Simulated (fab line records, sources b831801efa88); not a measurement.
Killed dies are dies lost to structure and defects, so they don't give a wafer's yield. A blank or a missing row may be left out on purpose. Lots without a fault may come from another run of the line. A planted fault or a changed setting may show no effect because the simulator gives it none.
fab line records | flow sky130
record lots=6 wafers=18 last_day=50
route steps=708 shown METAL1@455 VIA1@458 PAD_OPEN@708
lots that met no fault: from a run of the same line without faults
start_h: hours from the record's first day to the start of the lot's first wafer shown | wait_h: hours since the lot's step before | " the same as in the row above | L1.1+2: a row that stands for several wafers | - no value, or no start given | * or withheld: withheld | < > ~ a bound
route shown NAME@n: a module of which the file shows steps, and the number in the route of the first | usual: mean/standard deviation of fault-free wafers | same: alike in all rows | chamber/n: place in a boat | sites: the reading at each site | _std_site: their standard deviation | _edge_site: outer sites' mean less inner sites' | radius_mm: how far each site lies from the wafer's centre | mask NAME#n: copy n | behind: the tool/chamber that last shaped the wafer | hold: why the lot was held/for how many hours/how that ended | device: the transistor (n, p or np) that didn't switch | end of line: the same wafers' tests at the end of the route | a step without rows: its recipe alone | killed: dies lost to structure and defects at the first sort, not the wafer's yield | map: a wafer's dies, x killed, . not, _ none there
set.NAME: the setting as run; set.NAME@STEP: as run at that earlier step | model.NAME: the simulator's own value behind a step, which no gauge read
lots at some steps of the route; a table a step, a row a wafer
services: from which hour (start_h, from the record's first day; less than 0 if before it) a tool's chamber was out of use, for how many hours, and why
## steps
# step SKY_METAL1_STRIP_21
# recipe chemistry=post_etch_residue_remover time_s=1200 temp_c=72.5
# step SKY_METAL1_CLEAN_22
# recipe chemistry=IPA time_s=180 temp_c=25
# step SKY_METAL1_CLEAN_23
# recipe chemistry=O3/DIW dry=n2_spin
# step SKY_VIA1_HDPCVD_00
# recipe material=SiO2 target_thk_nm=1030 sigma_open_frac=0.3 time_s=171.7 temp_c=400 sih4_flow_sccm=60 pressure_mtorr=6
# step SKY_VIA1_THK_MEAS_01
# recipe reads=SiO2_of_VIA1_HDPCVD_00
# usual VIA1_HDPCVD_THK=1033/11
# columns lot.wafer tool chamber start_h wait_h VIA1_HDPCVD_THK[nm]
L409.1 film_metro-01 - 808.01 0.1 1035
L409.2 " - " " 1029
L409.3 " - " " 1010
L411.1 film_metro-01 - 829.08 0.1 1023
L411.2 " - " " 1035
L411.4 " - " " 1015
L417.2 film_metro-04 - 870.74 0.1 1021
L417.3 " - " " 1050
L417.6 " - " " 1039
L418.2 film_metro-01 - 888.91 0.1 1051
L418.3 " - " " 1034
L418.6 " - " " 1037
L421.3 film_metro-01 - 903.74 0.1 1024
L421.4 " - " " 1035
L421.6 " - " " 1035
L428.2 film_metro-02 - 942.34 0.1 1034
L428.3 " - " " 1045
L428.5 " - " " 1029
# step SKY_VIA1_CMP_02
# recipe material=SiO2 down_force_psi=4 platen_rpm=60 pad_velocity_m_s=0.94248
# usual motor_current_A=12.0/1.4
# columns lot.wafer tool chamber start_h wait_h motor_current_A
L409.2 cmp-02 2 808.12 0.1 11.7
L409.3 " 3 " " 11.7
L409.1 " 0 " " 10.3
L411.1 cmp-02 3 829.14 0.1 11.7
L411.2 " 1 " " 12.1
L411.4 " 2 " " 12.1
L417.2 cmp-01 3 870.79 0.0 10.8
L417.3 " 1 " " 11.9
L417.6 " 3 " " 11.5
L418.3 cmp-01 3 889.01 0.1 11.0
L418.2 " 1 " " 11.7
L418.6 " 2 " " 11.0
L421.3 cmp-02 3 903.83 0.1 11.7
L421.4 " 0 " " 10.4
L421.6 " 2 " " 11.9
L428.3 cmp-01 1 942.65 0.3 12.3
L428.2 " 2 " " 11.0
L428.5 " 3 " " 11.4
# step SKY_VIA1_BOW_MEAS_03
# recipe mode=bow
# usual VIA1_BOW=80/6.9
# columns lot.wafer tool chamber start_h wait_h VIA1_BOW[um]
L409.1 film_metro-02 - 808.37 0.1 94
L409.2 " - " " 85
L409.3 " - " " 78
L411.1 film_metro-02 - 829.44 0.2 67
L411.2 " - " " 78
L411.4 " - " " 76
L417.2 film_metro-02 - 871.11 0.3 85
L417.3 " - " " 77
L417.6 " - " " 73
L418.2 film_metro-01 - 889.28 0.1 81
L418.3 " - " " 70
L418.6 " - " " 73
L421.3 film_metro-04 - 904.12 0.2 78
L421.4 " - " " 83
L421.6 " - " " 68
L428.2 film_metro-02 - 942.87 0.1 101
L428.3 " - " " 83
L428.5 " - " " 80
# step SKY_VIA1_DEHYDRATE_04
# recipe temp_c=200 time_s=60
# step SKY_VIA1_HMDS_05
# recipe prime_time_s=60 prime_temp_c=120
# step SKY_VIA1_COAT_06
# recipe resist=BARC temp_c=withheld time_s=withheld spin_rpm=3000 resist_thk_nm=60
# step SKY_VIA1_COAT_07
# recipe resist=KrF-thick spin_rpm=3000 resist_thk_nm=450
# step SKY_VIA1_SOFTBAKE_08
# recipe temp_c=100 time_s=90 resist=KrF-thick
# step SKY_VIA1_EXPOSE_09
# recipe mask_id=VIM na=0.8 source_shape=annular sigma_inner=0.55 sigma_outer=0.85 target_cd_nm=150 dose_mj=38
# usual exposure_dose_mJ_cm2=37.99/0.073
# same sigma_inner=0.55
# columns lot.wafer tool chamber start_h wait_h mask exposure_dose_mJ_cm2
L409.1 krf_scanner-02 0 821.91 - VIM#0 38.06
L409.2 " 0 " " VIM#0 38.08
L409.3 " 0 " " VIM#0 38.08
L411.1 krf_scanner-02 0 843.11 - VIM#0 38.05
L411.2 " 0 " " VIM#0 38.06
L411.4 " 0 " " VIM#0 38.04
L417.2 krf_scanner-02 0 884.78 - VIM#0 41.32
L417.3 " 0 " " VIM#0 41.32
L417.6 " 0 " " VIM#0 41.30
L418.2 krf_scanner-02 0 902.42 - VIM#0 40.68
L418.3 " 0 " " VIM#0 40.67
L418.6 " 0 " " VIM#0 40.68
L421.3 krf_scanner-01 0 917.25 - VIM#0 37.97
L421.4 " 0 " " VIM#0 37.99
L421.6 " 0 " " VIM#0 37.98
L428.2 krf_scanner-01 0 954.93 - VIM#0 37.89
L428.3 " 0 " " VIM#0 37.89
L428.5 " 0 " " VIM#0 37.93
# step SKY_VIA1_PEB_10
# recipe peb_temp_c=withheld peb_time_s=withheld resist=KrF-thick
# step SKY_VIA1_DEVELOP_11
# recipe develop_time_s=60 resist=KrF-thick dev_temp_c=21
# step SKY_VIA1_CD_MEAS_12
# recipe target_cd_nm=150
# usual cd_nm=149.6/1.3
# columns lot.wafer tool chamber start_h wait_h cd_nm
L409.1 cd_sem-02 - 834.91 - 150.9
L409.2 " - " " 149.9
L409.3 " - " " 151.0
L411.1 cd_sem-02 - 856.41 - 150.9
L411.2 " - " " 150.4
L411.4 " - " " 150.0
L417.2 cd_sem-01 - 897.95 - 165.5
L417.3 " - " " 165.6
L417.6 " - " " 165.4
L418.2 cd_sem-01 - 914.93 - 161.7
L418.3 " - " " 161.7
L418.6 " - " " 161.3
L421.3 cd_sem-02 - 929.00 - 150.5
L421.4 " - " " 150.3
L421.6 " - " " 148.8
L428.2 cd_sem-01 - 966.88 - 151.7
L428.3 " - " " 149.0
L428.5 " - " " 150.7
# step SKY_VIA1_OVL_MEAS_13
# usual VIA1_OVL=-1/5.4
# columns lot.wafer tool chamber start_h wait_h VIA1_OVL[nm]
L409.1 overlay-01 - 835.03 0.1 6
L409.2 " - " " 2
L409.3 " - " " 3
L411.1 overlay-02 - 856.53 0.1 -3
L411.2 " - " " -2
L411.4 " - " " 0
L417.2 overlay-01 - 898.06 0.1 1
L417.3 " - " " 2
L417.6 " - " " -7
L418.2 overlay-02 - 915.04 0.1 2
L418.3 " - " " 2
L418.6 " - " " 4
L421.3 overlay-02 - 929.09 0.1 -7
L421.4 " - " " -9
L421.6 " - " " -6
L428.2 overlay-01 - 966.99 0.1 -1
L428.3 " - " " -3
L428.5 " - " " -2
# step SKY_VIA1_ETCH_14
# recipe chemistry=N2/H2 target=BARC ion_energy_ev=200 source_w=500 bias_w=100 pressure_mtorr=30 n2_flow_sccm=100 h2_flow_sccm=200 stop_on=SiO2 time_s=45.9 target_depth_a=600
# usual drypump_motor_current_A=5.8/0.51 oes_product_au=0.856/0.0051 throttle_valve_pct=13.224/0.0093
# columns lot.wafer tool chamber start_h wait_h drypump_motor_current_A oes_product_au rf_hours_counter_h throttle_valve_pct model.VIA1.cd_nm
L409.1 rie_diel-04 2 835.06 0.0 6.2 0.850 10 13.224 151.3
L409.2 " 1 " " 4.9 0.848 12 13.209 151.2
L409.3 " 3 " " 4.8 0.855 24 13.216 149.9
L411.1 rie_diel-03 3 856.57 0.0 6.3 0.856 6 13.225 151.4
L411.2 " 1 " " 5.3 0.857 22 13.217 149.4
L411.4 " 0 " " 5.8 0.858 3 13.234 149.8
L417.2 rie_diel-03 3 898.09 0.0 6.3 0.856 8 13.215 165.3
L417.3 " 2 " " 5.6 0.851 4 13.217 165.4
L417.6 " 3 " " 6.3 0.859 - 13.212 165.2
L418.2 rie_diel-01 1 915.07 0.0 5.5 0.868 11 13.217 160.3
L418.3 " 3 " " 5.6 0.863 16 13.231 162.5
L418.6 " 3 " " 5.6 0.855 - 13.218 162.2
L421.3 rie_diel-01 0 929.12 0.0 6.7 0.853 6 13.212 149.9
L421.4 " 0 " " 6.7 0.853 - 13.228 150.6
L421.6 " 2 " " 5.9 0.851 - 13.209 149.4
L428.2 rie_diel-04 0 967.02 0.0 5.7 0.845 15 13.225 150.7
L428.3 " 1 " " 4.9 0.852 15 13.238 150
L428.5 " 2 " " 6.2 0.859 - 13.234 151.6
# step SKY_VIA1_ETCH_15
# recipe target=SiO2 chemistry=C4F8/O2/Ar target_depth_nm=351 stop_on=TiN mask_material=KrF-thick source_w=1500 bias_w=1200 pressure_mtorr=40 c4f8_flow_sccm=withheld O2_flow_sccm=6 Ar_flow_sccm=300 time_s=54
# usual oes_product_au=0.982/0.0067
# columns lot.wafer tool chamber start_h wait_h oes_product_au rf_hours_counter_h
L409.1 rie_diel-04 2 835.11 0.0 0.983 10
L409.2 " 1 " " 0.970 12
L409.3 " 3 " " 0.984 24
L411.1 rie_diel-03 3 856.61 0.0 0.982 6
L411.2 " 1 " " 0.984 22
L411.4 " 0 " " 0.989 3
L417.2 rie_diel-03 3 898.13 0.0 1.001 8
L417.3 " 2 " " 0.983 4
L417.6 " 3 " " 0.983 -
L418.2 rie_diel-01 1 915.11 0.0 0.987 11
L418.3 " 3 " " 0.983 16
L418.6 " 3 " " 0.978 -
L421.3 rie_diel-01 0 929.16 0.0 0.984 6
L421.4 " 0 " " 0.973 -
L421.6 " 2 " " 0.974 -
L428.2 rie_diel-04 0 967.06 0.0 0.981 15
L428.3 " 1 " " 0.965 15
L428.5 " 2 " " 0.982 -
# step SKY_PAD_OPEN_PROBE_99
# columns lot.wafer tool chamber start_h wait_h model.etest.via1_chain.rc_ohm
L409.1 prober-01 - 1116.81 0.1 16.52
L409.2 prober-01 - 1116.86 0.1 15.52
L409.3 prober-01 - 1116.91 0.2 16.6
L411.1 prober-02 - 1133.09 0.1 15.62
L411.2 prober-02 - 1133.14 0.1 15.93
L411.4 prober-02 - 1133.24 0.2 15.77
L417.2 prober-02 - 1164.53 0.1 13.81
L417.3 prober-02 - 1164.58 0.2 13.44
L417.6 prober-02 - 1164.73 0.2 13.85
L421.3 prober-02 - 1186.94 0.2 17.13
L421.4 prober-02 - 1186.99 0.2 16.37
L421.6 prober-02 - 1187.09 0.2 15.88
L428.2 prober-02 - 1209.36 0.1 16.24
L428.3 prober-02 - 1209.41 0.2 16.72
L428.5 prober-02 - 1209.51 0.2 15.95
# killed by level:class
L409.1 LI_CONTACT:geometric_particle:open=15 VIA1:geometric_particle:open=12 VIA3:geometric_particle:open=11 FIELD_ISO:geometric_particle:short=6 VIA2:geometric_particle:open=6 CONTACT:geometric_particle:open=6 METAL3:geometric_particle:short=5 METAL1:geometric_particle:short=4
L409.2 VIA3:geometric_particle:open=8 LI_CONTACT:geometric_particle:open=7 CONTACT:geometric_particle:open=7 VIA1:geometric_particle:short=6 CONTACT:geometric_particle:short=6 VIA2:geometric_particle:open=6 METAL1:geometric_particle:short=5 VIA1:geometric_particle:open=5
L409.3 VIA1:geometric_particle:open=12 VIA3:geometric_particle:open=10 LI_CONTACT:geometric_particle:short=8 CONTACT:geometric_particle:open=7 LOCAL_INTERCONNECT:geometric_particle:short=6 LI_CONTACT:geometric_particle:open=5 CONTACT:geometric_particle:short=5 METAL2:geometric_particle:short=5
L411.1 CONTACT:geometric_particle:open=11 VIA2:geometric_particle:open=8 LI_CONTACT:geometric_particle:open=6 METAL2:geometric_particle:short=6 VIA1:geometric_particle:open=5 METAL1:geometric_particle:short=5 FIELD_ISO:geometric_particle:open=4 VIA2:geometric_particle:short=4
L411.2 VIA2:geometric_particle:open=12 VIA3:geometric_particle:open=6 METAL2:geometric_particle:short=6 VIA2:geometric_particle:short=6 CONTACT:geometric_particle:open=5 LI_CONTACT:geometric_particle:open=4 FIELD_ISO:geometric_particle:open=3 POLY_GATE:geometric_particle:open=3
L411.4 CONTACT:geometric_particle:open=9 VIA2:geometric_particle:open=8 LI_CONTACT:geometric_particle:open=5 METAL1:geometric_particle:short=5 VIA2:geometric_particle:short=5 VIA3:geometric_particle:open=5 POLY_GATE:geometric_particle:open=4 LOCAL_INTERCONNECT:geometric_particle:short=4
L421.3 CONTACT:geometric_particle:open=17 VIA1:geometric_particle:open=11 VIA2:geometric_particle:open=8 LI_CONTACT:geometric_particle:open=8 VIA3:geometric_particle:open=6 CONTACT:geometric_particle:short=4 METAL2:geometric_particle:short=4 METAL3:geometric_particle:short=4
L421.4 VIA2:geometric_particle:open=9 VIA1:geometric_particle:open=7 LI_CONTACT:geometric_particle:open=7 CONTACT:geometric_particle:open=7 VIA3:geometric_particle:open=7 VIA3:geometric_particle:short=6 FIELD_ISO:geometric_particle:open=4 POLY_GATE:geometric_particle:short=4
L421.6 CONTACT:geometric_particle:open=12 VIA1:geometric_particle:open=9 METAL2:geometric_particle:short=9 POLY_GATE:geometric_particle:short=6 VIA3:geometric_particle:open=6 FIELD_ISO:geometric_particle:open=4 VIA1:geometric_particle:short=4 METAL1:geometric_particle:short=4
L428.2 VIA1:geometric_particle:open=10 LI_CONTACT:geometric_particle:open=7 METAL2:geometric_particle:short=7 POLY_GATE:geometric_particle:open=6 CONTACT:geometric_particle:open=6 VIA3:geometric_particle:open=6 VIA1:geometric_particle:short=5 LI_CONTACT:geometric_particle:short=5
L428.3 VIA1:geometric_particle:open=10 LI_CONTACT:geometric_particle:open=8 CONTACT:geometric_particle:open=6 VIA3:geometric_particle:open=6 FIELD_ISO:geometric_particle:short=5 CONTACT:geometric_particle:short=5 POLY_GATE:geometric_particle:short=4 METAL1:geometric_particle:short=4
L428.5 VIA1:geometric_particle:open=10 CONTACT:geometric_particle:open=9 POLY_GATE:geometric_particle:open=8 VIA1:geometric_particle:short=8 METAL2:geometric_particle:short=7 LOCAL_INTERCONNECT:geometric_particle:short=6 VIA3:geometric_particle:open=5 POLY_GATE:geometric_particle:short=4
## services
# columns tool chamber start_h hours kind
krf_scanner-02 - 789.17 1.3 pm
krf_scanner-02 - 791.16 1.0 repair
rie_diel-04 0 792.73 6.9 repair
rie_diel-01 3 806.13 13.1 repair
rie_diel-01 3 830.65 5.8 repair
krf_scanner-02 - 833.86 1.9 repair
rie_diel-04 2 853.61 1.9 repair
rie_diel-04 - 854.91 2.8 pm
krf_scanner-02 - 863.14 2.1 repair
rie_diel-01 2 864.89 8.4 repair
rie_diel-01 3 872.91 1.2 repair
rie_diel-04 - 891.22 28.1 pm
rie_diel-03 0 896.43 10.0 repair
rie_diel-01 - 900.33 1.5 repair
krf_scanner-02 - 911.84 0.8 pm
rie_diel-01 3 920.05 29.3 repair
rie_diel-04 3 920.42 4.7 repair
krf_scanner-02 - 920.52 1.0 pm
rie_diel-04 2 922.62 1.8 repair
rie_diel-03 0 936.03 8.2 repair
rie_diel-01 0 937.33 6.2 repair
rie_diel-01 - 938.98 0.9 repair
rie_diel-04 3 943.15 21.8 repair
krf_scanner-02 - 954.73 6.0 repair
## key
first_sign step=SKY_VIA1_EXPOSE_09 reading=exposure_dose_mJ_cm2 direction=up sigmas=41 usual=* struck=*
effect step=SKY_VIA1_CD_MEAS_12 reading=cd_nm direction=up sigmas=11 usual=149.6 struck=163.5 through=control_loop
model_effect step=SKY_VIA1_ETCH_14 value=VIA1.cd_nm without=149.2 struck=163.5
model_effect step=SKY_PAD_OPEN_PROBE_99 value=etest.via1_chain.rc_ohm without=16.61 struck=13.7
met_at SKY_VIA1_EXPOSE_09
struck_wafers L417.2,L417.3,L417.6,L418.2,L418.3,L418.6
sort_left_out L417.2,L417.3,L417.6,L418.2,L418.3,L418.6
tester_left_out L418
loop_trim step=SKY_VIA1_EXPOSE_09 setting=dose lots=L418
onset_between 843.11 884.78
earlier_fault kind=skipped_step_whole tool=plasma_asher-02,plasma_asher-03 chamber=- onset_h=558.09 steps=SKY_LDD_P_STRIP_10 scope=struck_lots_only
fault kind=process_parameter_drift tool=krf_scanner-02 chamber=- onset_h=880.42 steps=SKY_VIA1_EXPOSE_09 channel=dose_mj offset=3.2587 shape=step acts_in=these_recipes_only stated=38
# tester_left_out: of these lots the tester's yield and bins aren't shown, on N5 and GAA mostly nor the transistor test; their killed dies are dies lost to structure and defects alone, not to doping, threshold or leakage, so they don't give the yield
# sort_left_out: the simulated sort isn't trusted on such a fault, so these wafers' sort isn't shown, and their yield isn't known
# loop_trim: a control loop set the setting to another value than it would have without faults
